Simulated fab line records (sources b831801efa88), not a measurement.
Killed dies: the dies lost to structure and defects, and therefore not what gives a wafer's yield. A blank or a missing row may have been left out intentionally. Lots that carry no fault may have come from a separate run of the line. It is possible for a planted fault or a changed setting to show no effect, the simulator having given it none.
Problem report, 8D (eight disciplines) form, completed by code | flow gf180mcu | the parts of the form that need people (team, actions taken, sign-off) are left out

== 1. THE PROBLEM ==
Wafers without a fault read 0.592 a.u., standard deviation 0.0045; oes-product-au at GF_V4_STRIP_18 reads a mean of 0.556 a.u. on 2 wafers belonging to 2 lots. That puts it -8.0 standard deviations away from the usual mean.
The step: strips in O2/N2.
First observed at day 28 03:25: wafer L562.1, on plasma-asher-02. Wafers with a number at this step in the record: 36, from 12 lots. Rule for "out", or "out of limits": more than 4 standard deviations from the usual mean. All remaining wafers that have a number are taken as sound.

== 2. WHAT IT IS, WHAT IT ISN'T ==
question                    | is                               | is not
which readings at this step | oes-product-au                   | drypump-motor-current-A, heater-power-w
which lots                  | L562, L565                       | L551, L554, L555, L556, L557, L558, L566, L571, L573, L574
which wafers of those lots  | L562.1, L565.2                   | L562.4, L562.6, L565.5, L565.6
read on which tools         | plasma-asher-02, plasma-asher-04 | plasma-asher-01
when                        | from day 28 03:25                | up to then (20 sound wafers); but 14 sound wafers of L565, L566, L571, L573, L574 came after

== 3. THE SUSPECTS, EACH WITH WHAT RULES IT OUT ==
Counting: a tool at a process step up to the reading stays a suspect if it ran every lot that is out. Sound lots after the first of them don't rule it out here, since some wafers of a struck lot are sound.
- pvd-sputter-01 at GF_M4_SPUTTER_03 (material Ti, target thk 10 nm, time 6.7 s): kept. Ran every lot that is out, first one L562 (day 26 09:49); last sound lot up to then L557 (day 24 16:55).
- pvd-sputter-01 at GF_M4_SPUTTER_04 (material TiN, target thk 50 nm, time 41.7 s): kept. Ran every lot that is out, first one L562 (day 26 09:50); last sound lot up to then L557 (day 24 16:56).
- litho-track-02 at GF_V4_COAT_09 (resist thk 1000 nm): kept. Ran every lot that is out, first one L562 (day 27 16:00); last sound lot up to then L557 (day 26 02:00).
pvd-sputter-01 at GF_M4_SPUTTER_03, pvd-sputter-01 at GF_M4_SPUTTER_04 and litho-track-02 at GF_V4_COAT_09 are what is left after counting.

== 4. THE CAUSE (what the simulator had put in) ==
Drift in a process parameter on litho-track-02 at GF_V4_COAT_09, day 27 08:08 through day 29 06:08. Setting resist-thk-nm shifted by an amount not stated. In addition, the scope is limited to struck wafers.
3 suspects survive the count, and this tool is in that group.

== 5. THE CHAIN OF EFFECTS, in route order ==
Rows list readings where the struck wafers' mean (over those with a number) sits beyond 3 standard deviations from the usual. Only readings for which the record gives a usual standard deviation are gone through. hours: the time from each lot's start at the first step in this table that gives one to its start at this step, as a median over the lots. sigmas: the change in usual standard deviations.
hours | step           | reading        | usual      | on struck wafers | change | sigmas
0     | GF_V4_STRIP_18 | oes-product-au | 0.592 a.u. | 0.556            | -0.036 | -8.0
The process steps in it:
- GF_V4_STRIP_18: strips in O2/N2.

== 6. WHAT WOULD HAVE CAUGHT IT SOONER ==
First out-of-limits reading in this record: day 28 03:25, which is 19 hours after fault onset at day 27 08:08.
No tool reading at GF_V4_COAT_09 that has a usual standard deviation in the record was out on any struck wafer, so an alarm limit of 4 standard deviations on those readings would not have fired.
Among the 2 lots that are out, L565 began GF_V4_COAT_09 on litho-track-02 after day 28 03:25. Holding the tool at that time would have saved it.
